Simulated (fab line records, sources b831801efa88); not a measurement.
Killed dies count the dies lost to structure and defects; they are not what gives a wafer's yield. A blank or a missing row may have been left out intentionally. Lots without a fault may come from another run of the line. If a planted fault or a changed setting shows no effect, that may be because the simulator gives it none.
Matching of chambers + flow sky130 + cmp-02 running SKY_CONTACT_CMP_04: 4 sister chambers
The step polishes SiO2. 4 wafers are shown with their chamber, then 7 later ones without.

== WAFERS WITH THEIR CHAMBER ==
| wafer  | chamber | motor current A (A) |
|--------|---------|---------------------|
| L938.2 | 3       | 11.3                |
| L938.3 | 2       | 11.7                |
| L943.1 | 0       | 11.8                |
| L943.4 | 1       | 13.1                |

== WAFERS WITH NO CHAMBER GIVEN ==
| wafer  | motor current A (A) |
|--------|---------------------|
| L943.5 | 11.3                |
| L957.2 | 11.6                |
| L957.5 | 14.3                |
| L957.6 | 12.3                |
| L956.3 | 13.3                |
| L956.5 | 12.1                |
| L956.6 | 13.3                |

== WHICH CHAMBER EACH ONE RAN IN ==
| wafer  | from the rows above               | in truth |
|--------|-----------------------------------|----------|
| L943.5 | can't be placed: 3 or 2 or 0      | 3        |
| L957.2 | can't be placed: 2 or 0 or 3      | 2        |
| L957.5 | 1                                 | 1        |
| L957.6 | can't be placed: 0 or 2 or 1 or 3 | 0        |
| L956.3 | 1                                 | 1        |
| L956.5 | can't be placed: 0 or 2 or 3 or 1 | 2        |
| L956.6 | 1                                 | 1        |
Correct placement for 3 of the 7. Can't be placed from these rows: 4 (the true chamber is among the candidates in 4). 0 placed wrongly.
How it was worked out, from the rows above alone: a wafer's distance from a chamber is the root of the sum, over the readings, of the square of ((its reading less the chamber's mean) divided by the reading's scatter). The wafer belongs to the nearest chamber; if the next one is less than 2 further off, it can't be placed. For every chamber, the mean is computed from those of its wafers that are shown. The scatter: with one shown wafer a chamber, the root of the mean of the squares of how far each hidden wafer lies from its nearest shown one.
